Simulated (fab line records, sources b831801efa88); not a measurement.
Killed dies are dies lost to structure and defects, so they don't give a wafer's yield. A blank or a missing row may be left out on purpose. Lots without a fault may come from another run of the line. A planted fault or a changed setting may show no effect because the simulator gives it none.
A struck lot beside a sound one | flow sky130 | 43 steps out of a route of 708
Sound: wafers L331.1, L331.3, L331.5. Struck: wafers L337.3, L337.4, L337.5. The cause comes at the end.
At each step with rows: each side's tool, then ch and its chambers, then its first start. Under that, the readings that differ: sound wafers | struck wafers | difference of the means | sigmas: that difference in standard deviations of wafers without a fault.
alike: readings whose means differ by less than 2 such deviations, and words and numbers that are the same on both sides. not compared: withheld readings, readings that some wafer has no value for, bounds like >300 that may hide the same value, and numbers for which the record gives no deviation and whose values overlap.
The two part at a step that has a row with sigmas, a row that says differs or no value, or rows on one side only. Numbers that don't overlap but have no deviation are shown without sigmas and don't part them. A reading that every wafer of one side lacks parts them only if that side has two wafers or more.

first, 2 steps without rows for these wafers: SKY_VIA2_SPUTTER_20 (material TiN, target thk 20 nm, time 80 s); SKY_VIA2_CVD_21 (deposits W, target thk 420 nm, time 126.4 s).
SKY_VIA2_RS_MEAS_22: measures by four-point-probe.
  sound on film_metro-03, day 38 05:39; struck on film_metro-01, day 40 03:10
  alike: VIA2_W_RS
SKY_VIA2_THK_MEAS_23: measures by xrf.
  sound on film_metro-03, day 38 05:46; struck on film_metro-01, day 40 03:16
  alike: VIA2_W_THK
SKY_VIA2_CMP_24: polishes, stops on SiO2, t overpolish 20 s, target thk 0 nm.
  sound on cmp-01 ch 0,1,2, day 38 05:56; struck on cmp-02 ch 1,3, day 40 03:18
  alike: motor_current_A, overpolish_run_s, time_to_endpoint_s
then, 1 step without rows for these wafers: SKY_METAL3_SPUTTER_00 (material Ti, target thk 15 nm, time 10 s).
SKY_METAL3_SPUTTER_01: material TiN, target thk 20 nm, time 16.7 s.
  sound on pvd_sputter-04, day 38 06:10; struck on pvd_sputter-02, day 40 03:37
  alike: throttle_valve_pct
then, 2 steps without rows for these wafers: SKY_METAL3_SPUTTER_02 (material AlCu, target thk 735 nm, time 39.1 s); SKY_METAL3_SPUTTER_03 (material Ti, target thk 5 nm, time 3.3 s).
SKY_METAL3_SPUTTER_04: material TiN, target thk 70 nm, time 58.3 s.
  sound on pvd_sputter-04, day 38 06:14; struck on pvd_sputter-02, day 40 03:43
  alike: throttle_valve_pct
then, 1 step without rows for these wafers: SKY_CAPM_CVD_00 (deposits SiO2, target thk 15.5 nm).
SKY_CAPM_THK_MEAS_01:
  sound on film_metro-04, day 38 06:19; struck on film_metro-04, day 40 03:49
  alike: CAPM_CVD_00_THK
SKY_CAPM_SPUTTER_02: material TiN, target thk 200 nm, time 166.7 s.
  sound on pvd_sputter-03, day 38 06:22; struck on pvd_sputter-01, day 40 03:51
  reading                | sound          | struck         | difference | sigmas
  throttle_valve_pct (%) | 29.8 29.0 29.5 | 30.5 32.2 32.5 | +2.3       | +2
SKY_CAPM_RS_MEAS_03: measures by four-point-probe.
  sound on film_metro-01, day 38 06:29; struck on film_metro-03, day 40 04:00
  alike: CAPM_TIN_RS
SKY_CAPM_THK_MEAS_04: measures by xrf.
  sound on film_metro-01, day 38 06:36; struck on film_metro-03, day 40 04:06
  alike: CAPM_TIN_THK
then, 7 steps without rows for these wafers: SKY_CAPM_DEHYDRATE_05 (time 60 s); SKY_CAPM_HMDS_06 (prime time 60 s); SKY_CAPM_COAT_07 (resist thk 1140 nm); SKY_CAPM_SOFTBAKE_08 (time 60 s); SKY_CAPM_EXPOSE_09 (exposes mask CAPM, target cd 1000 nm); SKY_CAPM_PEB_10; SKY_CAPM_DEVELOP_11 (develop time 58.01 s).
SKY_CAPM_OVL_MEAS_12:
  sound on overlay-01, day 39 06:48; struck on overlay-01, day 41 03:44
  alike: CAPM_OVL
then, 1 step without rows for these wafers: SKY_CAPM_METAL_ETCH_13 (etches TiN in Cl2/BCl3, stops on SiO2, target depth 220 nm, time 62.9 s).
SKY_CAPM_STRIP_14: strips in O2/N2.
  sound on plasma_asher-04 ch 0, day 39 06:55; struck on plasma_asher-02 ch 0,1, day 41 03:52
  alike: drypump_motor_current_A, oes_product_au, strip_time_to_endpoint_s
  not compared: rf_hours_counter_h
then, 11 steps without rows for these wafers: SKY_CAPM_STRIP_15 (strips in post etch residue remover, time 1200 s); SKY_CAPM_CLEAN_16 (cleans in IPA, time 180 s); SKY_CAPM_CLEAN_17 (cleans in O3/DIW); SKY_METAL3_DEHYDRATE_05 (time 60 s); SKY_METAL3_HMDS_06 (prime time 60 s); SKY_METAL3_COAT_07 (resist thk 60 nm); SKY_METAL3_COAT_08 (resist thk 1140 nm); SKY_METAL3_SOFTBAKE_09 (time 90 s); SKY_METAL3_EXPOSE_10 (exposes mask MM3, target cd 300 nm); SKY_METAL3_PEB_11; SKY_METAL3_DEVELOP_12 (develop time 60 s).
SKY_METAL3_CD_MEAS_13: target cd 300 nm.
  sound on cd_sem-02, day 40 07:59; struck on cd_sem-02, day 42 03:53
  alike: cd_nm
SKY_METAL3_OVL_MEAS_14:
  sound on overlay-02, day 40 08:06; struck on overlay-01, day 42 03:58
  alike: METAL3_OVL
then, 3 steps without rows for these wafers: SKY_METAL3_DESCUM_15 (chemistry O2, time 8 s); SKY_METAL3_ETCH_16 (etches BARC in N2/H2, stops on SiO2, time 88.2 s, target depth 60 nm); SKY_METAL3_ETCH_17 (etches SiO2 in C4F8/O2/Ar, stops on TiN, time 3.9 s, target depth 15 nm).
SKY_METAL3_METAL_ETCH_18: etches the open film in Cl2/BCl3, stops on SiO2, target depth 845 nm, time 183.1 s.
  sound on rie_metal-02 ch 0,1, day 40 08:17; struck on rie_metal-01 ch 0,1, day 42 04:12
  reading                     | sound          | struck         | difference | sigmas
  drypump_motor_current_A (A) | 5.09 5.94 5.08 | 5.95 5.80 5.96 | +0.53      | +2
  alike: bcl3_flow_sccm, he_backside_leak_sccm, oes_product_au, throttle_valve_pct
  not compared: rf_hours_counter_h
-- the record jumps here: 7 days lie between the struck wafers' starts before and after (it left off in module METAL3 and takes up again in module PAD_OPEN, whose first step shown is number 708 of the route) --
SKY_PAD_OPEN_PROBE_99:
  sound on prober-02, day 47 03:16; struck on prober-02, day 48 17:25
  reading                               | sound                | struck            | difference | sigmas
  defect_limited_yield (%)              | 84.1 83.1 83.9       | 78.7 74.4 75.6    | -7.5       | -4
  killed_at_other                       | 1 2 0                | 32 47 45          | +40        | +68
  killed_dies                           | 78 83 79             | 105 126 120       | +37        | +4
  sort_bin_3_pad_short (%)              | 0.6 0.4 0.2          | 2.4 2.0 3.7       | +2.3       | +5
  sort_bin_5_function (%)               | 10.8 10.0 9.3        | 14.2 16.5 14.0    | +4.9       | +3
  sort_n_pass                           | 414 409 413          | 387 366 372       | -37        | -4
  sort_yield_pct (%)                    | 84.1 83.1 83.9       | 78.7 74.4 75.6    | -7.5       | -4
  model.etest.tester.sort_n_pass        | 414 409 413          | 387 366 372       | -37        |
  model.etest.tester.sort_yield_pct (%) | 84.15 83.13 83.94    | 78.66 74.39 75.61 | -7.52      |
  model.etest.tester.sort_bin_5_pct (%) | 10.77 9.959 9.35     | 14.23 16.46 14.02 | +4.88      |
  model.etest.tester.sort_bin_3_pct (%) | 0.6098 0.4065 0.2033 | 2.439 2.033 3.659 | +2.304     |
  alike: killed_at_M0_to_M3, killed_at_M4_up, killed_at_contacts, killed_at_front_end, killed_on_rim, killed_open, killed_short, sort_bin_6_memory

WHERE THEY PART
First at SKY_CAPM_SPUTTER_02; last, within this record, at SKY_PAD_OPEN_PROBE_99.

WHY: what the simulator had put in
Chamber particle source: pvd_sputter-01, from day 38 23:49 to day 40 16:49, at SKY_CAPM_SPUTTER_02. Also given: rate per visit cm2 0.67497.
